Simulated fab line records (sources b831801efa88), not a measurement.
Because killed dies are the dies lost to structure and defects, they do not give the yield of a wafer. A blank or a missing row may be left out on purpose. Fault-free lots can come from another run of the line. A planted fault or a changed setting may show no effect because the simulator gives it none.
Matching of chambers :: flow gf180mcu :: GF_V3_CVD_02 on pecvd-04 has 3 sister chambers
The step deposits SiO2 from TEOS, target thk 850 nm, time 94.851 s. 6 wafers are shown with their chamber, then 11 later ones without.

WAFERS, EACH WITH ITS CHAMBER
wafer: L081.4
chamber: 2
heater power w (W): 611
heater power outer w (W): 355

wafer: L083.6
chamber: 0
heater power w (W): 516
heater power outer w (W): 313

wafer: L084.1
chamber: 0
heater power w (W): 522
heater power outer w (W): 338

wafer: L084.4
chamber: 2
heater power w (W): 765
heater power outer w (W): 441

wafer: L084.6
chamber: 1
heater power w (W): 696
heater power outer w (W): 401

wafer: L085.3
chamber: 1
heater power w (W): 646
heater power outer w (W): 365

WAFERS MISSING THEIR CHAMBER
wafer: L085.4
heater power w (W): 689
heater power outer w (W): 395

wafer: L085.5
heater power w (W): 529
heater power outer w (W): 330

wafer: L090.2
heater power w (W): 767
heater power outer w (W): 455

wafer: L090.3
heater power w (W): 659
heater power outer w (W): 379

wafer: L090.5
heater power w (W): 799
heater power outer w (W): 493

wafer: L092.1
heater power w (W): 735
heater power outer w (W): 443

wafer: L092.3
heater power w (W): 522
heater power outer w (W): 343

wafer: L092.4
heater power w (W): 735
heater power outer w (W): 480

wafer: L094.3
heater power w (W): 758
heater power outer w (W): 466

wafer: L094.4
heater power w (W): 542
heater power outer w (W): 340

wafer: L094.6
heater power w (W): 772
heater power outer w (W): 486

WHICH CHAMBER EACH ONE RAN IN
wafer: L085.4
from the rows above: can't be placed: 2 or 1
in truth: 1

wafer: L085.5
from the rows above: 0
in truth: 0

wafer: L090.2
from the rows above: can't be placed: 2 or 1
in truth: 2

wafer: L090.3
from the rows above: can't be placed: 1 or 2
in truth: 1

wafer: L090.5
from the rows above: can't be placed: 2 or 1
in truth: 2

wafer: L092.1
from the rows above: can't be placed: 2 or 1
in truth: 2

wafer: L092.3
from the rows above: 0
in truth: 0

wafer: L092.4
from the rows above: can't be placed: 2 or 1
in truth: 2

wafer: L094.3
from the rows above: can't be placed: 2 or 1
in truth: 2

wafer: L094.4
from the rows above: can't be placed: 0 or 1
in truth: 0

wafer: L094.6
from the rows above: can't be placed: 2 or 1
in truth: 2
Correctly placed: 2 of 11. Not placeable from these rows: 9 (in 9, the candidates include the true chamber). Number placed wrongly: 0.
How it was worked out, from the rows above alone: a wafer's distance from a chamber is the root of the sum, over the readings, of the square of ((its reading less the chamber's mean) divided by the reading's scatter). If the next closest chamber is less than 2 further off than the closest, the wafer can't be placed; otherwise it belongs to the closest. The mean given for a chamber averages the wafers shown for that chamber. How the scatter is found: for the shown wafers, subtract from each reading the mean of its chamber, square and add these, divide the total by (wafers less chambers), then take the root.
